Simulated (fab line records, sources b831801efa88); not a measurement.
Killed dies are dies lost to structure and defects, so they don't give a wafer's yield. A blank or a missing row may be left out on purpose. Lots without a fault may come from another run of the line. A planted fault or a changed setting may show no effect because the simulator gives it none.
One fault seen from 2 desks | flow sky130 | each desk has only its own numbers; what lay behind them comes last

THE METROLOGY DESK
What the gauges read, lot by lot, whatever tool the lot ran on: means of the sampled wafers that have a number. A lot is out of limits, marked OUT, if its mean lies more than 4 standard deviations from the usual mean; the brackets give that distance.
Columns: A = VIA2_HDPCVD_THK at SKY_VIA2_THK_MEAS_01, usual 1179 nm; B = VIA2_BOW at SKY_VIA2_BOW_MEAS_03, usual 85 um; C = VIA2_OVL at SKY_VIA2_OVL_MEAS_13, usual -3 nm
lot  | first seen here | A              | B  | C
L389 | day 35 13:04    | 1168           | 81 | 0
L390 | day 35 20:01    | 1172           | 89 | -5
L391 | day 36 00:22    | 1182           | 90 | -4
L392 | day 36 10:35    | 1169           | 86 | -10
L401 | day 39 07:02    | 1779 (+50) OUT | 83 | -9
L402 | day 39 12:28    | 1765 (+49) OUT | 90 | -12
L408 | day 41 08:59    | 1200           | 87 | -2
L409 | day 41 11:35    | 1176           | 94 | -5
L410 | day 41 18:04    | 1180           | 86 | -3
L411 | day 42 03:20    | 1173           | 89 | 1
L412 | day 42 08:53    | 1180           | 79 | -5
This desk's finding: out of limits on L401, L402; first on L401, day 39 07:02 (VIA2_HDPCVD_THK at SKY_VIA2_THK_MEAS_01). In limits: L389, L390, L391, L392, L408, L409, L410, L411, L412.

THE TOOL OWNER'S DESK: hdpcvd-01
The tool's own readings at SKY_VIA2_HDPCVD_00 (deposits SiO2, target thk 1180 nm, time 196.7 s): means of the sampled wafers that have a number, for each lot that ran on this tool. A lot is out of limits, marked OUT, if its mean lies more than 4 standard deviations from the usual mean; the brackets give that distance.
Columns: A = sih4_flow_sccm at SKY_VIA2_HDPCVD_00, usual 60.00 sccm
lot  | first seen here | A
L389 | day 35 12:57    | 59.91
L390 | day 35 19:55    | 60.09
L392 | day 36 10:27    | 60.12
L401 | day 39 06:55    | 90.15 (+99 or more) OUT
L402 | day 39 12:20    | 89.96 (+99 or more) OUT
This desk's finding: out of limits on L401, L402; first on L401, day 39 06:55 (sih4_flow_sccm at SKY_VIA2_HDPCVD_00). In limits: L389, L390, L392.

PUT TOGETHER
The tool owner's desk could have raised an alarm at day 39 06:55, on L401, L402.
The metrology desk could have raised an alarm at day 39 07:02, on L401, L402.
Of the lots named, all ran SKY_VIA2_HDPCVD_00 on hdpcvd-01.

WHAT THE SIMULATOR HAD PUT IN
Process parameter drift: hdpcvd-01, from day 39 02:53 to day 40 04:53, at SKY_VIA2_HDPCVD_00. Setting sih4_flow_sccm, moved by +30, from 60. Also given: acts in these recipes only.
Lots struck among those shown: L401, L402.
Hours from the fault's start to each desk's first reading out of limits: the tool owner's desk, 4; the metrology desk, 4.
